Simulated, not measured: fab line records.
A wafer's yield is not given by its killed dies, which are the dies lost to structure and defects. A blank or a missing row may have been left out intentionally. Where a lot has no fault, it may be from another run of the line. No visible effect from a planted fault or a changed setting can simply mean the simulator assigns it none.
Commonality check across tools || flow gf180mcu || Sampled: 11 lots, 39 wafers

== WHY THIS WAS OPENED ==
At GF_V5_CD_MEAS_14 the reading cd_nm is flagged on 2 of 11 lots. Wafers without a fault read 260.0 nm, standard deviation 1.2.
Rule: a lot is flagged when every wafer of it that has a number lies more than 4 standard deviations from that mean, or none has a number. The rest of the lots are taken to be sound.

{"lot": "L481", "measured": "day 27 02:44", "on": "cd_sem-02", "cd_nm (nm), wafer by wafer": "259.0 258.3 258.6", "flag": ""}
{"lot": "L482", "measured": "day 27 12:43", "on": "cd_sem-02", "cd_nm (nm), wafer by wafer": "259.5 258.5 259.9", "flag": ""}
{"lot": "L483", "measured": "day 27 23:13", "on": "cd_sem-02", "cd_nm (nm), wafer by wafer": "258.2 259.9 259.7", "flag": ""}
{"lot": "L484", "measured": "day 28 03:02", "on": "cd_sem-02", "cd_nm (nm), wafer by wafer": "260.7 259.4 259.6", "flag": ""}
{"lot": "L489", "measured": "day 29 23:22", "on": "cd_sem-01", "cd_nm (nm), wafer by wafer": "260.6 261.3 259.8", "flag": ""}
{"lot": "L490", "measured": "day 30 03:37", "on": "cd_sem-02", "cd_nm (nm), wafer by wafer": "260.6 261.9 260.6", "flag": ""}
{"lot": "L494", "measured": "day 31 06:15", "on": "cd_sem-02", "cd_nm (nm), wafer by wafer": "254.8 254.4 254.3 255.0 254.4 254.3", "flag": "FLAGGED"}
{"lot": "L495", "measured": "day 31 14:49", "on": "cd_sem-01", "cd_nm (nm), wafer by wafer": "253.7 254.1 252.7 253.4 253.6 252.9", "flag": "FLAGGED"}
{"lot": "L496", "measured": "day 31 23:17", "on": "cd_sem-01", "cd_nm (nm), wafer by wafer": "260.8 260.2 259.8", "flag": ""}
{"lot": "L500", "measured": "day 32 18:08", "on": "cd_sem-02", "cd_nm (nm), wafer by wafer": "258.5 258.3 257.3", "flag": ""}
{"lot": "L504", "measured": "day 33 13:28", "on": "cd_sem-01", "cd_nm (nm), wafer by wafer": "260.4 260.8 262.2", "flag": ""}
On average the flagged lots' numbers are 254.0 nm, which is -6.0 nm against the usual, or -5 standard deviations.

== WHICH TOOL EACH LOT WENT THROUGH ==
3 process steps preceding the reading are held in the record, out of 602 steps in the route. Read each cell as the tool, then ch plus the chambers that the sampled wafers visited, then the start.
{"lot": "L481", "flag": "", "GF_MIM_SPUTTER_09": "pvd_sputter-02, day 24 09:56", "GF_M5_STRIP_11": "plasma_asher-02 ch 0,1, day 26 05:49", "GF_V5_PEB_12": "litho_track-04 ch 0, day 27 02:23"}
{"lot": "L482", "flag": "", "GF_MIM_SPUTTER_09": "pvd_sputter-03, day 24 20:20", "GF_M5_STRIP_11": "plasma_asher-01 ch 0,1, day 26 15:34", "GF_V5_PEB_12": "litho_track-02 ch 0, day 27 12:22"}
{"lot": "L483", "flag": "", "GF_MIM_SPUTTER_09": "pvd_sputter-03, day 25 08:05", "GF_M5_STRIP_11": "plasma_asher-02 ch 0,1, day 27 02:28", "GF_V5_PEB_12": "litho_track-01 ch 0, day 27 22:52"}
{"lot": "L484", "flag": "", "GF_MIM_SPUTTER_09": "pvd_sputter-02, day 25 12:10", "GF_M5_STRIP_11": "plasma_asher-03 ch 1, day 27 05:58", "GF_V5_PEB_12": "litho_track-04 ch 0, day 28 02:41"}
{"lot": "L489", "flag": "", "GF_MIM_SPUTTER_09": "pvd_sputter-03, day 27 11:44", "GF_M5_STRIP_11": "plasma_asher-03 ch 0,1, day 29 03:37", "GF_V5_PEB_12": "litho_track-04 ch 0, day 29 23:01"}
{"lot": "L490", "flag": "", "GF_MIM_SPUTTER_09": "pvd_sputter-02, day 27 16:45", "GF_M5_STRIP_11": "plasma_asher-01 ch 0,1, day 29 07:46", "GF_V5_PEB_12": "litho_track-02 ch 0, day 30 03:16"}
{"lot": "L494", "flag": "FLAGGED", "GF_MIM_SPUTTER_09": "pvd_sputter-03, day 28 23:01", "GF_M5_STRIP_11": "plasma_asher-01 ch 0,1, day 30 11:21", "GF_V5_PEB_12": "litho_track-02 ch 0, day 31 05:56"}
{"lot": "L495", "flag": "FLAGGED", "GF_MIM_SPUTTER_09": "pvd_sputter-03, day 29 05:55", "GF_M5_STRIP_11": "plasma_asher-03 ch 0,1, day 30 19:58", "GF_V5_PEB_12": "litho_track-02 ch 0, day 31 14:28"}
{"lot": "L496", "flag": "", "GF_MIM_SPUTTER_09": "pvd_sputter-03, day 29 15:30", "GF_M5_STRIP_11": "plasma_asher-03 ch 0,1, day 31 04:49", "GF_V5_PEB_12": "litho_track-01 ch 0, day 31 22:53"}
{"lot": "L500", "flag": "", "GF_MIM_SPUTTER_09": "pvd_sputter-03, day 30 08:09", "GF_M5_STRIP_11": "plasma_asher-01 ch 0,1, day 31 20:16", "GF_V5_PEB_12": "litho_track-01 ch 0, day 32 17:47"}
{"lot": "L504", "flag": "", "GF_MIM_SPUTTER_09": "pvd_sputter-04, day 31 10:23", "GF_M5_STRIP_11": "plasma_asher-02 ch 0,1, day 32 21:15", "GF_V5_PEB_12": "litho_track-04 ch 0, day 33 13:07"}
These steps, and what they do:
- GF_MIM_SPUTTER_09: material TiN, target thk 35 nm, time 29.2 s.
- GF_M5_STRIP_11: strips in O2/N2.
- GF_V5_PEB_12: peb time 90 s.
- GF_V5_CD_MEAS_14: target cd 260 nm.

== FLAGGED OVER TOTAL, TOOL BY TOOL (the gauges that took the reading come last) ==
{"step": "GF_MIM_SPUTTER_09", "tool": "pvd_sputter-02", "lots run": 3, "flagged": 0, "share of the flagged lots": "none", "sound lots run after its first flagged lot": "-"}
{"step": "GF_MIM_SPUTTER_09", "tool": "pvd_sputter-03", "lots run": 7, "flagged": 2, "share of the flagged lots": "all", "sound lots run after its first flagged lot": "2 (L496,L500)"}
{"step": "GF_MIM_SPUTTER_09", "tool": "pvd_sputter-04", "lots run": 1, "flagged": 0, "share of the flagged lots": "none", "sound lots run after its first flagged lot": "-"}
{"step": "GF_M5_STRIP_11", "tool": "plasma_asher-01", "lots run": 4, "flagged": 1, "share of the flagged lots": "some", "sound lots run after its first flagged lot": "1 (L500)"}
{"step": "GF_M5_STRIP_11", "tool": "plasma_asher-02", "lots run": 3, "flagged": 0, "share of the flagged lots": "none", "sound lots run after its first flagged lot": "-"}
{"step": "GF_M5_STRIP_11", "tool": "plasma_asher-03", "lots run": 4, "flagged": 1, "share of the flagged lots": "some", "sound lots run after its first flagged lot": "1 (L496)"}
{"step": "GF_V5_PEB_12", "tool": "litho_track-01", "lots run": 3, "flagged": 0, "share of the flagged lots": "none", "sound lots run after its first flagged lot": "-"}
{"step": "GF_V5_PEB_12", "tool": "litho_track-02", "lots run": 4, "flagged": 2, "share of the flagged lots": "all", "sound lots run after its first flagged lot": 0}
{"step": "GF_V5_PEB_12", "tool": "litho_track-04", "lots run": 4, "flagged": 0, "share of the flagged lots": "none", "sound lots run after its first flagged lot": "-"}
{"step": "GF_V5_CD_MEAS_14", "tool": "cd_sem-01", "lots run": 4, "flagged": 1, "share of the flagged lots": "some", "sound lots run after its first flagged lot": "2 (L496,L504)"}
{"step": "GF_V5_CD_MEAS_14", "tool": "cd_sem-02", "lots run": 7, "flagged": 1, "share of the flagged lots": "some", "sound lots run after its first flagged lot": "1 (L500)"}

== THE TABLE: WHAT IT ALLOWS ==
Every flagged lot went through 2 rows of the table: pvd_sputter-03 at GF_MIM_SPUTTER_09 and litho_track-02 at GF_V5_PEB_12.
- pvd_sputter-03 at GF_MIM_SPUTTER_09 ran 7 lots, 2 of them flagged. Sound lots followed the first flagged one (L496, L500) on it, something a lasting fault affecting the whole tool could not allow.
- litho_track-02 at GF_V5_PEB_12 ran 4 lots, 2 of them flagged. It ran its last sound lot, L490, at day 30 03:16 and its first flagged lot, L494, at day 31 05:56: a fault with its onset between the two fits. Its own readings (heater_power_total_W, plate_temp_C) fall more than 4 standard deviations out on all wafers of the flagged lots.
One tool is left: litho_track-02 at GF_V5_PEB_12.

== WHAT WAS PUT IN BY THE SIMULATOR ==
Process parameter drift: litho_track-02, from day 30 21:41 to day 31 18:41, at GF_V5_PEB_12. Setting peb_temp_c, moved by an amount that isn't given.
Shown lots that were struck: L494, L495. The rule given above showed the same thing.
